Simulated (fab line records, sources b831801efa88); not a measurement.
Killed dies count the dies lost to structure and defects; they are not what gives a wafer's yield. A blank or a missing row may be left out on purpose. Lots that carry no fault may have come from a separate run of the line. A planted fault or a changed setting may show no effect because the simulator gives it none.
Which tool did it? | flow sky130 | Sampling: 13 lots, 39 wafers, 5 of 708 route steps

## WHAT EACH GAUGE READ, for each wafer
SKY_VT_ADJUST_HVTP_OVL_MEAS_08.
lot  | measured     | on         | VT_ADJUST_HVTP_OVL (nm)
L177 | day 6 08:08  | overlay-01 | 0.7 1.3 1.5
L180 | day 6 23:32  | overlay-02 | 0.1 0.8 -1.0
L183 | day 7 19:38  | overlay-02 | 1.0 1.6 -1.0
L184 | day 8 04:16  | overlay-01 | 0.3 1.5 -0.8
L185 | day 8 04:32  | overlay-01 | 1.2 1.0 1.3
L186 | day 8 08:56  | overlay-01 | -1.0 0.0 -0.8
L187 | day 8 19:36  | overlay-02 | 0.7 1.3 -0.9
L188 | day 8 23:17  | overlay-01 | 0.3 0.7 -1.7
L189 | day 9 06:59  | overlay-02 | 1.6 0.3 1.2
L197 | day 11 08:03 | overlay-01 | 0.9 0.7 0.9
L198 | day 11 14:24 | overlay-01 | 0.6 0.8 1.4
L199 | day 11 19:53 | overlay-01 | 0.8 -0.1 -1.0
L200 | day 12 04:11 | overlay-02 | -0.8 2.6 1.2

SKY_VT_ADJUST_LVTN_OVL_MEAS_07.
lot  | measured     | on         | VT_ADJUST_LVTN_OVL (nm)
L177 | day 7 03:10  | overlay-02 | -3.2 -0.8 -1.7
L180 | day 7 20:04  | overlay-01 | -0.5 -2.3 -3.5
L183 | day 8 15:55  | overlay-01 | -2.0 -3.6 -1.8
L184 | day 9 01:16  | overlay-01 | 0.5 -0.5 -1.4
L185 | day 9 01:46  | overlay-02 | 0.3 1.9 1.7
L186 | day 9 07:00  | overlay-01 | -0.6 -2.9 -0.6
L187 | day 9 16:58  | overlay-02 | -0.5 0.1 -1.4
L188 | day 9 19:39  | overlay-02 | -3.3 -0.4 -2.2
L189 | day 10 05:07 | overlay-01 | -1.0 -0.3 1.1
L197 | day 12 08:21 | overlay-02 | -3.4 -2.3 -1.8
L198 | day 12 15:04 | overlay-02 | -1.4 -0.7 -0.8
L199 | day 12 21:09 | overlay-01 | -1.5 -0.6 -1.0
L200 | day 13 05:27 | overlay-01 | -0.8 -0.6 0.6

SKY_VT_ADJUST_HVTR_OVL_MEAS_08.
lot  | measured     | on         | VT_ADJUST_HVTR_OVL (nm)
L177 | day 9 18:46  | overlay-02 | 0.2 -2.6 0.3
L180 | day 10 13:22 | overlay-01 | 2.3 2.7 2.8
L183 | day 11 11:40 | overlay-02 | -1.6 0.5 0.3
L184 | day 11 21:47 | overlay-02 | -1.8 0.0 -0.6
L185 | day 11 22:44 | overlay-02 | -0.8 -0.6 0.7
L186 | day 12 05:58 | overlay-01 | 1.2 -0.1 1.0
L187 | day 12 17:02 | overlay-01 | -0.6 -0.1 1.0
L188 | day 12 20:19 | overlay-01 | 0.2 0.5 4.1
L189 | day 13 06:10 | overlay-01 | 1.8 2.2 1.0
L197 | day 15 15:01 | overlay-02 | 0.2 -0.5 -0.7
L198 | day 15 21:56 | overlay-02 | -0.6 -0.4 -0.8
L199 | day 16 04:35 | overlay-01 | 0.9 1.4 1.2
L200 | day 16 15:17 | overlay-01 | -1.8 1.2 2.2

SKY_LDD_HVN_TW_MEAS_10.
lot  | measured     | on           | LDD_HVN_TW
L177 | day 20 19:05 | filmMetro-03 | 1434 1444 1437
L180 | day 21 22:23 | filmMetro-04 | 1435 1429 1434
L183 | day 22 23:26 | filmMetro-01 | 1446 1446 1443
L184 | day 23 08:58 | filmMetro-04 | 1446 1449 1451
L185 | day 23 10:59 | filmMetro-03 | 1438 1435 1438
L186 | day 23 18:08 | filmMetro-03 | 1439 1438 1440
L187 | day 24 12:00 | filmMetro-03 | 1440 1440 1435
L188 | day 24 15:55 | filmMetro-01 | 1465 1466 1467
L189 | day 25 02:47 | filmMetro-04 | 1485 1489 1484
L197 | day 27 12:51 | filmMetro-03 | 1446 1438 1433
L198 | day 27 21:14 | filmMetro-01 | 1455 1442 1454
L199 | day 28 04:42 | filmMetro-03 | 1452 1450 1449
L200 | day 28 12:44 | filmMetro-03 | 1451 1445 1453

## EACH LOT AND THE TOOL THAT RAN IT (in order: tool; ch and the chambers of the sampled wafers; start)
lot  | SKY_LDD_HVN_IMPLANT_08
L177 | implanter-02 ch 0, day 20 18:50
L180 | implanter-01 ch 0, day 21 22:08
L183 | implanter-03 ch 0, day 22 23:11
L184 | implanter-02 ch 0, day 23 08:44
L185 | implanter-03 ch 0, day 23 10:44
L186 | implanter-01 ch 0, day 23 17:53
L187 | implanter-02 ch 0, day 24 11:46
L188 | implanter-03 ch 0, day 24 15:41
L189 | implanter-03 ch 0, day 25 02:32
L197 | implanter-02 ch 0, day 27 12:37
L198 | implanter-03 ch 0, day 27 21:01
L199 | implanter-03 ch 0, day 28 04:28
L200 | implanter-03 ch 0, day 28 12:31
- SKY_LDD_HVN_IMPLANT_08

## AS READ BY THE TOOLS THEMSELVES (means over the sampled wafers that have a number; for cases with no such wafer, the mark the record gives instead)
SKY_LDD_HVN_IMPLANT_08.
lot  | tool         | doseIonsCm2 | faradayCurrentUA
L177 | implanter-02 | 2.9984e+13  | 166
L180 | implanter-01 | 2.9988e+13  | 169
L183 | implanter-03 | 3.0010e+13  | 166
L184 | implanter-02 | 2.9988e+13  | 171
L185 | implanter-03 | 3.0010e+13  | 172
L186 | implanter-01 | 3.0021e+13  | 168
L187 | implanter-02 | 2.9957e+13  | 165
L188 | implanter-03 | 3.2079e+13  | 183
L189 | implanter-03 | 3.2099e+13  | 180
L197 | implanter-02 | 2.9982e+13  | 167
L198 | implanter-03 | 2.9993e+13  | 171
L199 | implanter-03 | 2.9964e+13  | 168
L200 | implanter-03 | 2.9985e+13  | 171

## THE ANSWER, worked out from the rows above alone
Rule: usual is defined by the lots themselves. Put in order of their means at a reading, lots are off if they are a third of the lots or fewer, leave a main group of 4 or more, and stand apart from it by a gap of 3 or more times the standard deviation of the main group's means; of several such gaps the widest counts. Not used: any main group whose means are identical at the precision the tables above print for the reading. A lot without any number at a reading at which 4 lots or more have one is off too. Any other lot the step has rows for is counted as sound. After the gauges, taken in route order, come the tools' own readings; for these a lot's mean is taken, as printed above. At the first step where some lot is off, the reading lying furthest off is the one used; lots without a number count as furthest.
Off at SKY_LDD_HVN_IMPLANT_08 (doseIonsCm2): L188, L189. Main group: mean 2.9989e+13, sd 1.8e+10.
A tool fits if, at that step or a process step before it, it ran every lot that is off, and no sound lot after the first of them. Not one of the candidates tried fits.

## WHAT THE SIMULATOR HAD INSERTED
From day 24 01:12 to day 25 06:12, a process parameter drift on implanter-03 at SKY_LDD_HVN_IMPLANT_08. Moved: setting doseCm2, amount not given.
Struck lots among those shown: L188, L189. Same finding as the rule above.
